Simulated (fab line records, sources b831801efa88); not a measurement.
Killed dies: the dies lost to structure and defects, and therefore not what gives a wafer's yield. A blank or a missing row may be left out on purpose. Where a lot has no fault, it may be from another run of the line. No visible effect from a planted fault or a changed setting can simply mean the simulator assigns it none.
fab line records :: flow gf180mcu
record
  lots=5
  wafers=15
  last-day=33
route steps=602 shown HV_LDD@234 NSD@235 PSD@248
lots with no fault: from the same line, run without faults
start-h: hours from the record's opening day to when the first of the lot's shown wafers began :: wait-h: how many hours have passed since the lot's step before this one :: " the same as in the row above :: L1.1+2: one row covering several wafers at once :: - value missing, or start not given :: * or withheld: withheld :: < > ~ a bound
route shown NAME@n: NAME is a module with steps in the file, n the number in the route of the first one :: usual: average and standard deviation across the fault-free wafers :: same: alike in all rows :: chamber/n: place in a boat :: sites: readings site by site :: _std_site: the values' standard deviation :: _edge_site: mean of outer sites minus mean of inner sites :: radius-mm: for every site, how far away it sits from the centre of the wafer :: mask NAME#n: copy n :: behind: the most recent tool/chamber to have shaped the wafer :: hold: cause of the lot's hold/its duration in hours/its outcome :: device: the transistor (n, p or np) that didn't switch :: end of line: tests of these same wafers at the route's end :: a step given without rows: its recipe and nothing more :: killed: dies that structure and defects cost at the first sort, which is not the same as the wafer's yield :: map: shows each die of a wafer: x if killed, . if not, _ if none is there
set.NAME: setting as actually run; set.NAME@STEP: the setting as run at that earlier step :: model.NAME: the simulator's own value behind a step, which no gauge read
lots at selected steps of the route; one table per step, one row per wafer
services: a tool's chamber out of use, with start hour (start-h, from the record's first day; less than 0 if before it), hours out, and reason
## steps
# step GF_HV_LDD_ETCHBACK_58
# recipe
  chemistry=CH3F/O2
  target=Si3N4
  stop-on=SiO2
  source-w=400
  bias-w=80
  pressure-mtorr=25
  ch3f-flow-sccm=40
  O2_flow_sccm=30
  time-s=100
  target-depth-a=900
# usual
  drypump-motor-current-A=5.8/0.5
  oes-product-au=0.842/0.0063
  throttle-valve-pct=10.561/0.01
# same
  time-s=100
lot.wafer: L859.2
tool: rie-diel-01
chamber: 1
start-h: 279.63
wait-h: 0.0
drypump-motor-current-A: 6.3
oes-product-au: 0.851
rf-hours-counter-h: 22
throttle-valve-pct: 10.547

lot.wafer: L859.4
tool: rie-diel-01
chamber: 0
start-h: 279.63
wait-h: 0.0
drypump-motor-current-A: 5.6
oes-product-au: 0.847
rf-hours-counter-h: 108
throttle-valve-pct: 10.562

lot.wafer: L859.6
tool: rie-diel-01
chamber: 1
start-h: 279.63
wait-h: 0.0
drypump-motor-current-A: 6.3
oes-product-au: 0.848
rf-hours-counter-h: -
throttle-valve-pct: 10.543

lot.wafer: L862.1
tool: rie-diel-04
chamber: 0
start-h: 298.71
wait-h: 0.1
drypump-motor-current-A: 6.3
oes-product-au: 0.849
rf-hours-counter-h: 3
throttle-valve-pct: 10.567

lot.wafer: L862.2
tool: rie-diel-04
chamber: 3
start-h: 298.71
wait-h: 0.1
drypump-motor-current-A: 5.6
oes-product-au: 0.843
rf-hours-counter-h: 5
throttle-valve-pct: 10.549

lot.wafer: L862.5
tool: rie-diel-04
chamber: 0
start-h: 298.71
wait-h: 0.1
drypump-motor-current-A: 6.3
oes-product-au: 0.842
rf-hours-counter-h: -
throttle-valve-pct: 10.566

lot.wafer: L866.1
tool: rie-diel-01
chamber: 1
start-h: 332.12
wait-h: 0.1
drypump-motor-current-A: 6.3
oes-product-au: 0.839
rf-hours-counter-h: 24
throttle-valve-pct: 10.556

lot.wafer: L866.3
tool: rie-diel-01
chamber: 0
start-h: 332.12
wait-h: 0.1
drypump-motor-current-A: 5.6
oes-product-au: 0.842
rf-hours-counter-h: 110
throttle-valve-pct: 10.569

lot.wafer: L866.6
tool: rie-diel-01
chamber: 1
start-h: 332.12
wait-h: 0.1
drypump-motor-current-A: 6.4
oes-product-au: 0.845
rf-hours-counter-h: -
throttle-valve-pct: 10.552

lot.wafer: L878.2
tool: rie-diel-01
chamber: 1
start-h: 429.28
wait-h: 0.0
drypump-motor-current-A: 6.3
oes-product-au: 0.843
rf-hours-counter-h: 26
throttle-valve-pct: 10.568

lot.wafer: L878.3
tool: rie-diel-01
chamber: 3
start-h: 429.28
wait-h: 0.0
drypump-motor-current-A: 5.5
oes-product-au: 0.852
rf-hours-counter-h: 1
throttle-valve-pct: 10.550

lot.wafer: L878.6
tool: rie-diel-01
chamber: 1
start-h: 429.28
wait-h: 0.0
drypump-motor-current-A: 6.3
oes-product-au: 0.841
rf-hours-counter-h: -
throttle-valve-pct: 10.548

lot.wafer: L879.3
tool: rie-diel-04
chamber: 2
start-h: 443.55
wait-h: 0.0
drypump-motor-current-A: 5.7
oes-product-au: 0.851
rf-hours-counter-h: 6
throttle-valve-pct: 10.576

lot.wafer: L879.5
tool: rie-diel-04
chamber: 2
start-h: 443.55
wait-h: 0.0
drypump-motor-current-A: 5.7
oes-product-au: 0.850
rf-hours-counter-h: -
throttle-valve-pct: 10.567

lot.wafer: L879.6
tool: rie-diel-04
chamber: 1
start-h: 443.55
wait-h: 0.0
drypump-motor-current-A: 5.7
oes-product-au: 0.849
rf-hours-counter-h: -
throttle-valve-pct: 10.570
# step GF_NSD_DEHYDRATE_00
# recipe
  temp-c=200
  time-s=60
# step GF_NSD_HMDS_01
# recipe
  prime-time-s=60
  prime-temp-c=120
# step GF_NSD_COAT_02
# recipe
  resist=NOVOLAK
  spin-rpm=3000
  resist-thk-nm=1000
# step GF_NSD_SOFTBAKE_03
# recipe
  temp-c=90
  time-s=60
  resist=NOVOLAK
# step GF_NSD_EXPOSE_04
# recipe
  mask-id=Nplus
  target-cd-nm=400
  na=0.6
  source-shape=conventional
  sigma-outer=0.6
  dose-mj=140
# step GF_NSD_PEB_05
# recipe
  temp-c=withheld
  time-s=*
  resist=NOVOLAK
# step GF_NSD_DEVELOP_06
# recipe
  develop-time-s=60
  dev-temp-c=23
# step GF_NSD_CD_MEAS_07
# recipe
  target-cd-nm=400
# usual
  cd-nm=398.6/2.4
lot.wafer: L859.2
tool: cd-sem-02
chamber: -
start-h: 299.38
wait-h: 0.1
cd-nm: 400.3

lot.wafer: L859.4
tool: cd-sem-02
chamber: -
start-h: 299.38
wait-h: 0.1
cd-nm: 399.3

lot.wafer: L859.6
tool: cd-sem-02
chamber: -
start-h: 299.38
wait-h: 0.1
cd-nm: 398.8

lot.wafer: L862.1
tool: cd-sem-02
chamber: -
start-h: 318.86
wait-h: 0.1
cd-nm: 397.5

lot.wafer: L862.2
tool: cd-sem-02
chamber: -
start-h: 318.86
wait-h: 0.1
cd-nm: 395.9

lot.wafer: L862.5
tool: cd-sem-02
chamber: -
start-h: 318.86
wait-h: 0.1
cd-nm: 398.7

lot.wafer: L866.1
tool: cd-sem-02
chamber: -
start-h: 353.96
wait-h: 0.1
cd-nm: 395.3

lot.wafer: L866.3
tool: cd-sem-02
chamber: -
start-h: 353.96
wait-h: 0.1
cd-nm: 394.4

lot.wafer: L866.6
tool: cd-sem-02
chamber: -
start-h: 353.96
wait-h: 0.1
cd-nm: 395.3

lot.wafer: L878.2
tool: cd-sem-01
chamber: -
start-h: 453.24
wait-h: 0.1
cd-nm: 398.8

lot.wafer: L878.3
tool: cd-sem-01
chamber: -
start-h: 453.24
wait-h: 0.1
cd-nm: 398.8

lot.wafer: L878.6
tool: cd-sem-01
chamber: -
start-h: 453.24
wait-h: 0.1
cd-nm: 400.6

lot.wafer: L879.3
tool: cd-sem-01
chamber: -
start-h: 467.68
wait-h: 0.1
cd-nm: 398.3

lot.wafer: L879.5
tool: cd-sem-01
chamber: -
start-h: 467.68
wait-h: 0.1
cd-nm: 398.8

lot.wafer: L879.6
tool: cd-sem-01
chamber: -
start-h: 467.68
wait-h: 0.1
cd-nm: 399.3
# step GF_NSD_OVL_MEAS_08
# usual
  NSD_OVL=0.2/1.5
lot.wafer: L859.2
tool: overlay-01
chamber: -
start-h: 299.48
wait-h: 0.1
NSD_OVL[nm]: 2.7

lot.wafer: L859.4
tool: overlay-01
chamber: -
start-h: 299.48
wait-h: 0.1
NSD_OVL[nm]: 3.2

lot.wafer: L859.6
tool: overlay-01
chamber: -
start-h: 299.48
wait-h: 0.1
NSD_OVL[nm]: 3.1

lot.wafer: L862.1
tool: overlay-02
chamber: -
start-h: 318.98
wait-h: 0.1
NSD_OVL[nm]: 3.1

lot.wafer: L862.2
tool: overlay-02
chamber: -
start-h: 318.98
wait-h: 0.1
NSD_OVL[nm]: -0.7

lot.wafer: L862.5
tool: overlay-02
chamber: -
start-h: 318.98
wait-h: 0.1
NSD_OVL[nm]: -0.8

lot.wafer: L866.1
tool: overlay-01
chamber: -
start-h: 354.08
wait-h: 0.1
NSD_OVL[nm]: 1.5

lot.wafer: L866.3
tool: overlay-01
chamber: -
start-h: 354.08
wait-h: 0.1
NSD_OVL[nm]: 0.3

lot.wafer: L866.6
tool: overlay-01
chamber: -
start-h: 354.08
wait-h: 0.1
NSD_OVL[nm]: -0.4

lot.wafer: L878.2
tool: overlay-02
chamber: -
start-h: 453.35
wait-h: 0.1
NSD_OVL[nm]: 0.0

lot.wafer: L878.3
tool: overlay-02
chamber: -
start-h: 453.35
wait-h: 0.1
NSD_OVL[nm]: -2.4

lot.wafer: L878.6
tool: overlay-02
chamber: -
start-h: 453.35
wait-h: 0.1
NSD_OVL[nm]: -3.2

lot.wafer: L879.3
tool: overlay-01
chamber: -
start-h: 467.77
wait-h: 0.1
NSD_OVL[nm]: 0.5

lot.wafer: L879.5
tool: overlay-01
chamber: -
start-h: 467.77
wait-h: 0.1
NSD_OVL[nm]: 1.6

lot.wafer: L879.6
tool: overlay-01
chamber: -
start-h: 467.77
wait-h: 0.1
NSD_OVL[nm]: 3.3
# step GF_NSD_IMPLANT_09
# recipe
  species=As
  energy-kev=60
  dose-cm2=4e+15
  tilt-deg=7
# step GF_NSD_IMPLANT_10
# recipe
  species=P
  energy-kev=40
  dose-cm2=5e+14
  tilt-deg=7
# step GF_NSD_STRIP_11
# recipe
  chemistry=O2/N2
  power-w=1400
  pressure-mtorr=1500
  platen-temp-c=250
  o2-flow-sccm=3000
  n2-flow-sccm=300
  overash-fraction=0.5
# usual
  drypump-motor-current-A=5.5/0.46
  heater-power-w=336/19
  oes-product-au=0.487/0.0045
  strip-time-to-endpoint-s=22.97/0.036
lot.wafer: L859.2
tool: plasma-asher-02
chamber: 0
start-h: 299.81
wait-h: 0.1
drypump-motor-current-A: 5.3
heater-power-w: 321
oes-product-au: 0.486
rf-hours-counter-h: 42
strip-time-to-endpoint-s: 22.96
model.NOVOLAK_of_NSD_COAT_02.thk-nm: 0

lot.wafer: L859.4
tool: plasma-asher-02
chamber: 1
start-h: 299.81
wait-h: 0.1
drypump-motor-current-A: 5.0
heater-power-w: 363
oes-product-au: 0.482
rf-hours-counter-h: -
strip-time-to-endpoint-s: 22.98
model.NOVOLAK_of_NSD_COAT_02.thk-nm: 0

lot.wafer: L859.6
tool: plasma-asher-02
chamber: 0
start-h: 299.81
wait-h: 0.1
drypump-motor-current-A: 5.3
heater-power-w: 314
oes-product-au: 0.481
rf-hours-counter-h: -
strip-time-to-endpoint-s: 22.96
model.NOVOLAK_of_NSD_COAT_02.thk-nm: 0

lot.wafer: L862.1
tool: plasma-asher-04
chamber: 1
start-h: 319.31
wait-h: 0.1
drypump-motor-current-A: 5.4
heater-power-w: 339
oes-product-au: 0.481
rf-hours-counter-h: 21
strip-time-to-endpoint-s: 22.97
model.NOVOLAK_of_NSD_COAT_02.thk-nm: 0

lot.wafer: L862.2
tool: plasma-asher-04
chamber: 0
start-h: 319.31
wait-h: 0.1
drypump-motor-current-A: 6.3
heater-power-w: 316
oes-product-au: 0.486
rf-hours-counter-h: 21
strip-time-to-endpoint-s: 22.98
model.NOVOLAK_of_NSD_COAT_02.thk-nm: 0

lot.wafer: L862.5
tool: plasma-asher-04
chamber: 1
start-h: 319.31
wait-h: 0.1
drypump-motor-current-A: 5.3
heater-power-w: 341
oes-product-au: 0.484
rf-hours-counter-h: -
strip-time-to-endpoint-s: 23.00
model.NOVOLAK_of_NSD_COAT_02.thk-nm: 0

lot.wafer: L866.1
tool: plasma-asher-04
chamber: 1
start-h: 354.41
wait-h: 0.1
drypump-motor-current-A: 5.3
heater-power-w: 351
oes-product-au: 0.328
rf-hours-counter-h: 25
strip-time-to-endpoint-s: -
model.NOVOLAK_of_NSD_COAT_02.thk-nm: 682.5

lot.wafer: L866.3
tool: plasma-asher-04
chamber: 1
start-h: 354.41
wait-h: 0.1
drypump-motor-current-A: 5.3
heater-power-w: 343
oes-product-au: 0.330
rf-hours-counter-h: -
strip-time-to-endpoint-s: -
model.NOVOLAK_of_NSD_COAT_02.thk-nm: 684.9

lot.wafer: L866.6
tool: plasma-asher-04
chamber: 1
start-h: 354.41
wait-h: 0.1
drypump-motor-current-A: 5.3
heater-power-w: 355
oes-product-au: 0.332
rf-hours-counter-h: -
strip-time-to-endpoint-s: -
model.NOVOLAK_of_NSD_COAT_02.thk-nm: 685.3

lot.wafer: L878.2
tool: plasma-asher-02
chamber: 1
start-h: 453.68
wait-h: 0.1
drypump-motor-current-A: 5.0
heater-power-w: 366
oes-product-au: 0.483
rf-hours-counter-h: 59
strip-time-to-endpoint-s: 22.91
model.NOVOLAK_of_NSD_COAT_02.thk-nm: 0

lot.wafer: L878.3
tool: plasma-asher-02
chamber: 1
start-h: 453.68
wait-h: 0.1
drypump-motor-current-A: 5.0
heater-power-w: 368
oes-product-au: 0.484
rf-hours-counter-h: -
strip-time-to-endpoint-s: 22.95
model.NOVOLAK_of_NSD_COAT_02.thk-nm: 0

lot.wafer: L878.6
tool: plasma-asher-02
chamber: 0
start-h: 453.68
wait-h: 0.1
drypump-motor-current-A: 5.3
heater-power-w: 313
oes-product-au: 0.492
rf-hours-counter-h: -
strip-time-to-endpoint-s: 22.90
model.NOVOLAK_of_NSD_COAT_02.thk-nm: 0

lot.wafer: L879.3
tool: plasma-asher-01
chamber: 0
start-h: 468.13
wait-h: 0.1
drypump-motor-current-A: 5.8
heater-power-w: 343
oes-product-au: 0.475
rf-hours-counter-h: -
strip-time-to-endpoint-s: 22.94
model.NOVOLAK_of_NSD_COAT_02.thk-nm: 0

lot.wafer: L879.5
tool: plasma-asher-01
chamber: 0
start-h: 468.13
wait-h: 0.1
drypump-motor-current-A: 5.8
heater-power-w: 334
oes-product-au: 0.479
rf-hours-counter-h: -
strip-time-to-endpoint-s: 22.95
model.NOVOLAK_of_NSD_COAT_02.thk-nm: 0

lot.wafer: L879.6
tool: plasma-asher-01
chamber: 1
start-h: 468.13
wait-h: 0.1
drypump-motor-current-A: 5.8
heater-power-w: 340
oes-product-au: 0.489
rf-hours-counter-h: -
strip-time-to-endpoint-s: 22.96
model.NOVOLAK_of_NSD_COAT_02.thk-nm: 0
# step GF_NSD_TW_MEAS_12
# usual
  NSD_TW=4285/31
lot.wafer: L859.2
tool: film-metro-02
chamber: -
start-h: 299.92
wait-h: 0.1
NSD_TW: 4272

lot.wafer: L859.4
tool: film-metro-02
chamber: -
start-h: 299.92
wait-h: 0.1
NSD_TW: 4257

lot.wafer: L859.6
tool: film-metro-02
chamber: -
start-h: 299.92
wait-h: 0.1
NSD_TW: 4269

lot.wafer: L862.1
tool: film-metro-02
chamber: -
start-h: 319.41
wait-h: 0.1
NSD_TW: 4282

lot.wafer: L862.2
tool: film-metro-02
chamber: -
start-h: 319.41
wait-h: 0.1
NSD_TW: 4307

lot.wafer: L862.5
tool: film-metro-02
chamber: -
start-h: 319.41
wait-h: 0.1
NSD_TW: 4284

lot.wafer: L866.1
tool: film-metro-02
chamber: -
start-h: 354.51
wait-h: 0.1
NSD_TW: 4278

lot.wafer: L866.3
tool: film-metro-02
chamber: -
start-h: 354.51
wait-h: 0.1
NSD_TW: 4262

lot.wafer: L866.6
tool: film-metro-02
chamber: -
start-h: 354.51
wait-h: 0.1
NSD_TW: 4261

lot.wafer: L878.2
tool: film-metro-04
chamber: -
start-h: 453.79
wait-h: 0.1
NSD_TW: 4241

lot.wafer: L878.3
tool: film-metro-04
chamber: -
start-h: 453.79
wait-h: 0.1
NSD_TW: 4228

lot.wafer: L878.6
tool: film-metro-04
chamber: -
start-h: 453.79
wait-h: 0.1
NSD_TW: 4230

lot.wafer: L879.3
tool: film-metro-02
chamber: -
start-h: 468.22
wait-h: 0.1
NSD_TW: 4311

lot.wafer: L879.5
tool: film-metro-02
chamber: -
start-h: 468.22
wait-h: 0.1
NSD_TW: 4268

lot.wafer: L879.6
tool: film-metro-02
chamber: -
start-h: 468.22
wait-h: 0.1
NSD_TW: 4260
# step GF_PSD_DEHYDRATE_00
# recipe
  temp-c=200
  time-s=60
# step GF_PSD_HMDS_01
# recipe
  prime-time-s=60
  prime-temp-c=120
# step GF_PSD_COAT_02
# recipe
  resist=NOVOLAK
  spin-rpm=3000
  resist-thk-nm=1000
# step GF_PSD_SOFTBAKE_03
# recipe
  temp-c=90
  time-s=60
  resist=NOVOLAK
# step GF_PSD_EXPOSE_04
# recipe
  mask-id=Pplus
  target-cd-nm=400
  na=0.6
  source-shape=conventional
  sigma-outer=0.6
  dose-mj=140
# step GF_PSD_PEB_05
# recipe
  temp-c=withheld
  time-s=*
  resist=NOVOLAK
# step GF_PSD_DEVELOP_06
# recipe
  develop-time-s=60
  dev-temp-c=23
# step GF_PSD_CD_MEAS_07
# recipe
  target-cd-nm=400
# usual
  cd-nm=398.5/2.3
lot.wafer: L859.2
tool: cd-sem-02
chamber: -
start-h: 320.41
wait-h: 0.1
cd-nm: 397.2

lot.wafer: L859.4
tool: cd-sem-02
chamber: -
start-h: 320.41
wait-h: 0.1
cd-nm: 394.4

lot.wafer: L859.6
tool: cd-sem-02
chamber: -
start-h: 320.41
wait-h: 0.1
cd-nm: 395.2

lot.wafer: L862.1
tool: cd-sem-01
chamber: -
start-h: 340.84
wait-h: 0.1
cd-nm: 397.3

lot.wafer: L862.2
tool: cd-sem-01
chamber: -
start-h: 340.84
wait-h: 0.1
cd-nm: 398.0

lot.wafer: L862.5
tool: cd-sem-01
chamber: -
start-h: 340.84
wait-h: 0.1
cd-nm: 395.8

lot.wafer: L866.1
tool: cd-sem-02
chamber: -
start-h: 376.60
wait-h: 0.1
cd-nm: 397.3

lot.wafer: L866.3
tool: cd-sem-02
chamber: -
start-h: 376.60
wait-h: 0.1
cd-nm: 398.0

lot.wafer: L866.6
tool: cd-sem-02
chamber: -
start-h: 376.60
wait-h: 0.1
cd-nm: 397.2

lot.wafer: L878.2
tool: cd-sem-02
chamber: -
start-h: 478.16
wait-h: 0.1
cd-nm: 399.5

lot.wafer: L878.3
tool: cd-sem-02
chamber: -
start-h: 478.16
wait-h: 0.1
cd-nm: 398.5

lot.wafer: L878.6
tool: cd-sem-02
chamber: -
start-h: 478.16
wait-h: 0.1
cd-nm: 397.5

lot.wafer: L879.3
tool: cd-sem-01
chamber: -
start-h: 491.60
wait-h: 0.1
cd-nm: 393.5

lot.wafer: L879.5
tool: cd-sem-01
chamber: -
start-h: 491.60
wait-h: 0.1
cd-nm: 394.9

lot.wafer: L879.6
tool: cd-sem-01
chamber: -
start-h: 491.60
wait-h: 0.1
cd-nm: 395.5
# step GF_PSD_OVL_MEAS_08
# usual
  PSD_OVL=0.0/1.3
lot.wafer: L859.2
tool: overlay-01
chamber: -
start-h: 320.52
wait-h: 0.1
PSD_OVL[nm]: -0.2

lot.wafer: L859.4
tool: overlay-01
chamber: -
start-h: 320.52
wait-h: 0.1
PSD_OVL[nm]: -0.7

lot.wafer: L859.6
tool: overlay-01
chamber: -
start-h: 320.52
wait-h: 0.1
PSD_OVL[nm]: -1.0

lot.wafer: L862.1
tool: overlay-01
chamber: -
start-h: 340.96
wait-h: 0.1
PSD_OVL[nm]: -0.1

lot.wafer: L862.2
tool: overlay-01
chamber: -
start-h: 340.96
wait-h: 0.1
PSD_OVL[nm]: 0.7

lot.wafer: L862.5
tool: overlay-01
chamber: -
start-h: 340.96
wait-h: 0.1
PSD_OVL[nm]: 0.4

lot.wafer: L866.1
tool: overlay-01
chamber: -
start-h: 376.72
wait-h: 0.1
PSD_OVL[nm]: -0.2

lot.wafer: L866.3
tool: overlay-01
chamber: -
start-h: 376.72
wait-h: 0.1
PSD_OVL[nm]: -0.5

lot.wafer: L866.6
tool: overlay-01
chamber: -
start-h: 376.72
wait-h: 0.1
PSD_OVL[nm]: 0.5

lot.wafer: L878.2
tool: overlay-01
chamber: -
start-h: 478.27
wait-h: 0.1
PSD_OVL[nm]: -0.7

lot.wafer: L878.3
tool: overlay-01
chamber: -
start-h: 478.27
wait-h: 0.1
PSD_OVL[nm]: -0.4

lot.wafer: L878.6
tool: overlay-01
chamber: -
start-h: 478.27
wait-h: 0.1
PSD_OVL[nm]: 0.9

lot.wafer: L879.3
tool: overlay-01
chamber: -
start-h: 491.69
wait-h: 0.1
PSD_OVL[nm]: -1.2

lot.wafer: L879.5
tool: overlay-01
chamber: -
start-h: 491.69
wait-h: 0.1
PSD_OVL[nm]: 1.5

lot.wafer: L879.6
tool: overlay-01
chamber: -
start-h: 491.69
wait-h: 0.1
PSD_OVL[nm]: 0.8
# step GF_PSD_IMPLANT_09
# recipe
  species=BF2
  energy-kev=40
  dose-cm2=1.5e+15
  tilt-deg=7
# step GF_PSD_STRIP_10
# recipe
  chemistry=O2/N2
  power-w=1400
  pressure-mtorr=1500
  platen-temp-c=250
  o2-flow-sccm=3000
  n2-flow-sccm=300
  overash-fraction=0.5
# usual
  drypump-motor-current-A=5.6/0.47
  heater-power-w=329/27
  oes-product-au=0.592/0.0043
  strip-time-to-endpoint-s=16.53/0.037
lot.wafer: L859.2
tool: plasma-asher-04
chamber: 1
start-h: 320.70
wait-h: 0.1
drypump-motor-current-A: 5.4
heater-power-w: 351
oes-product-au: 0.596
rf-hours-counter-h: 21
strip-time-to-endpoint-s: 16.56

lot.wafer: L859.4
tool: plasma-asher-04
chamber: 0
start-h: 320.70
wait-h: 0.1
drypump-motor-current-A: 6.3
heater-power-w: 311
oes-product-au: 0.593
rf-hours-counter-h: -
strip-time-to-endpoint-s: 16.59

lot.wafer: L859.6
tool: plasma-asher-04
chamber: 0
start-h: 320.70
wait-h: 0.1
drypump-motor-current-A: 6.3
heater-power-w: 312
oes-product-au: 0.591
rf-hours-counter-h: -
strip-time-to-endpoint-s: 16.61

lot.wafer: L862.1
tool: plasma-asher-02
chamber: 0
start-h: 341.15
wait-h: 0.1
drypump-motor-current-A: 5.3
heater-power-w: 317
oes-product-au: 0.590
rf-hours-counter-h: 47
strip-time-to-endpoint-s: 16.48

lot.wafer: L862.2
tool: plasma-asher-02
chamber: 1
start-h: 341.15
wait-h: 0.1
drypump-motor-current-A: 5.0
heater-power-w: 360
oes-product-au: 0.598
rf-hours-counter-h: 47
strip-time-to-endpoint-s: 16.49

lot.wafer: L862.5
tool: plasma-asher-02
chamber: 1
start-h: 341.15
wait-h: 0.1
drypump-motor-current-A: 5.0
heater-power-w: 360
oes-product-au: 0.594
rf-hours-counter-h: -
strip-time-to-endpoint-s: 16.52

lot.wafer: L866.1
tool: plasma-asher-02
chamber: 0
start-h: 376.90
wait-h: 0.1
drypump-motor-current-A: 5.3
heater-power-w: 315
oes-product-au: 0.645
rf-hours-counter-h: 50
strip-time-to-endpoint-s: 26.70

lot.wafer: L866.3
tool: plasma-asher-02
chamber: 0
start-h: 376.90
wait-h: 0.1
drypump-motor-current-A: 5.3
heater-power-w: 320
oes-product-au: 0.645
rf-hours-counter-h: -
strip-time-to-endpoint-s: 26.73

lot.wafer: L866.6
tool: plasma-asher-02
chamber: 0
start-h: 376.90
wait-h: 0.1
drypump-motor-current-A: 5.3
heater-power-w: 313
oes-product-au: 0.641
rf-hours-counter-h: -
strip-time-to-endpoint-s: 26.75

lot.wafer: L878.2
tool: plasma-asher-04
chamber: 1
start-h: 478.45
wait-h: 0.1
drypump-motor-current-A: 5.3
heater-power-w: 350
oes-product-au: 0.597
rf-hours-counter-h: 38
strip-time-to-endpoint-s: 16.51

lot.wafer: L878.3
tool: plasma-asher-04
chamber: 1
start-h: 478.45
wait-h: 0.1
drypump-motor-current-A: 5.4
heater-power-w: 343
oes-product-au: 0.590
rf-hours-counter-h: -
strip-time-to-endpoint-s: 16.47

lot.wafer: L878.6
tool: plasma-asher-04
chamber: 1
start-h: 478.45
wait-h: 0.1
drypump-motor-current-A: 5.3
heater-power-w: 354
oes-product-au: 0.594
rf-hours-counter-h: -
strip-time-to-endpoint-s: 16.55

lot.wafer: L879.3
tool: plasma-asher-02
chamber: 1
start-h: 491.90
wait-h: 0.1
drypump-motor-current-A: 5.0
heater-power-w: 364
oes-product-au: 0.595
rf-hours-counter-h: -
strip-time-to-endpoint-s: 16.56

lot.wafer: L879.5
tool: plasma-asher-02
chamber: 1
start-h: 491.90
wait-h: 0.1
drypump-motor-current-A: 5.0
heater-power-w: 364
oes-product-au: 0.593
rf-hours-counter-h: -
strip-time-to-endpoint-s: 16.53

lot.wafer: L879.6
tool: plasma-asher-02
chamber: 0
start-h: 491.90
wait-h: 0.1
drypump-motor-current-A: 5.3
heater-power-w: 319
oes-product-au: 0.588
rf-hours-counter-h: -
strip-time-to-endpoint-s: 16.52
# step GF_PSD_TW_MEAS_11
# usual
  PSD_TW=3221/28
lot.wafer: L859.2
tool: film-metro-01
chamber: -
start-h: 320.81
wait-h: 0.1
PSD_TW: 3263

lot.wafer: L859.4
tool: film-metro-01
chamber: -
start-h: 320.81
wait-h: 0.1
PSD_TW: 3251

lot.wafer: L859.6
tool: film-metro-01
chamber: -
start-h: 320.81
wait-h: 0.1
PSD_TW: 3251

lot.wafer: L862.1
tool: film-metro-02
chamber: -
start-h: 341.25
wait-h: 0.1
PSD_TW: 3176

lot.wafer: L862.2
tool: film-metro-02
chamber: -
start-h: 341.25
wait-h: 0.1
PSD_TW: 3189

lot.wafer: L862.5
tool: film-metro-02
chamber: -
start-h: 341.25
wait-h: 0.1
PSD_TW: 3187

lot.wafer: L866.1
tool: film-metro-02
chamber: -
start-h: 377.00
wait-h: 0.1
PSD_TW: 30

lot.wafer: L866.3
tool: film-metro-02
chamber: -
start-h: 377.00
wait-h: 0.1
PSD_TW: 30

lot.wafer: L866.6
tool: film-metro-02
chamber: -
start-h: 377.00
wait-h: 0.1
PSD_TW: 30

lot.wafer: L878.2
tool: film-metro-02
chamber: -
start-h: 478.56
wait-h: 0.1
PSD_TW: 3232

lot.wafer: L878.3
tool: film-metro-02
chamber: -
start-h: 478.56
wait-h: 0.1
PSD_TW: 3200

lot.wafer: L878.6
tool: film-metro-02
chamber: -
start-h: 478.56
wait-h: 0.1
PSD_TW: 3202

lot.wafer: L879.3
tool: film-metro-02
chamber: -
start-h: 491.98
wait-h: 0.1
PSD_TW: 3235

lot.wafer: L879.5
tool: film-metro-02
chamber: -
start-h: 491.98
wait-h: 0.1
PSD_TW: 3220

lot.wafer: L879.6
tool: film-metro-02
chamber: -
start-h: 491.98
wait-h: 0.1
PSD_TW: 3220
# step GF_PSD_CLEAN_12
# recipe
  chemistry=SC1/SC2
  mix=1:4:20
  temp-c=70
  time-s=150
  dry=n2-spin
## services
tool: rie-diel-01
chamber: 3
start-h: 256.02
hours: 9.9
kind: repair

tool: rie-diel-01
chamber: 0
start-h: 260.42
hours: 8.0
kind: repair

tool: rie-diel-04
chamber: 2
start-h: 271.65
hours: 10.0
kind: repair

tool: plasma-asher-04
chamber: -
start-h: 288.92
hours: 1.1
kind: repair

tool: rie-diel-01
chamber: -
start-h: 318.71
hours: 0.7
kind: repair

tool: plasma-asher-01
chamber: -
start-h: 334.46
hours: 6.2
kind: repair

tool: plasma-asher-02
chamber: -
start-h: 338.81
hours: 0.4
kind: repair

tool: rie-diel-01
chamber: -
start-h: 342.36
hours: 14.6
kind: pm

tool: rie-diel-04
chamber: 3
start-h: 349.49
hours: 7.3
kind: repair

tool: rie-diel-04
chamber: 1
start-h: 373.49
hours: -
kind: clean

tool: rie-diel-04
chamber: 1
start-h: 373.49
hours: 23.2
kind: scheduled-down

tool: rie-diel-01
chamber: 3
start-h: 391.77
hours: -
kind: clean

tool: rie-diel-01
chamber: 3
start-h: 391.77
hours: 18.6
kind: scheduled-down

tool: rie-diel-01
chamber: 3
start-h: 391.77
hours: 18.6
kind: vent-cycle

tool: plasma-asher-01
chamber: -
start-h: 392.26
hours: 3.7
kind: repair

tool: rie-diel-01
chamber: -
start-h: 405.29
hours: 2.0
kind: repair

tool: rie-diel-01
chamber: 0
start-h: 420.71
hours: -
kind: clean

tool: rie-diel-01
chamber: 0
start-h: 420.71
hours: 15.7
kind: scheduled-down

tool: rie-diel-01
chamber: 0
start-h: 420.71
hours: 15.7
kind: vent-cycle

tool: rie-diel-04
chamber: 3
start-h: 429.14
hours: 13.9
kind: repair

tool: plasma-asher-04
chamber: -
start-h: 435.42
hours: 1.0
kind: repair

tool: plasma-asher-04
chamber: -
start-h: 465.86
hours: 2.4
kind: repair

tool: rie-diel-04
chamber: 2
start-h: 477.84
hours: 8.3
kind: repair

tool: rie-diel-01
chamber: 3
start-h: 482.01
hours: 6.0
kind: repair
## key
first-sign
  step=GF_NSD_STRIP_11
  reading=oes-product-au
  direction=down
  sigmas=35
  usual=0.487
  struck=0.330
effect
  step=GF_PSD_STRIP_10
  reading=strip-time-to-endpoint-s
  direction=up
  sigmas=99+
  usual=*
  struck=*
effect
  step=GF_PSD_TW_MEAS_11
  reading=PSD_TW
  direction=down
  sigmas=99+
  usual=3221
  struck=30
model-effect
  step=GF_NSD_STRIP_11
  value=NOVOLAK_of_NSD_COAT_02.thk-nm
  without=0
  struck=684.3
met-at GF_NSD_STRIP_11
struck-wafers L866.1,L866.3,L866.6
sort-left-out L866.1,L866.3,L866.6
tester-left-out L866
onset-between 319.31 354.41
fault
  kind=strip-aborted
  tool=plasma-asher-04
  chamber=-
  onset-h=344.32
  steps=GF_NSD_STRIP_11
  offset=0.6324
  end-h=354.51
# tester-left-out: of these lots the tester's yield and bins aren't shown, on N5 and GAA mostly nor the transistor test; their killed dies are dies lost to structure and defects alone, not to doping, threshold or leakage, so they don't give the yield
# sort-left-out: the simulated sort isn't trusted on such a fault, so these wafers' sort isn't shown, and their yield isn't known
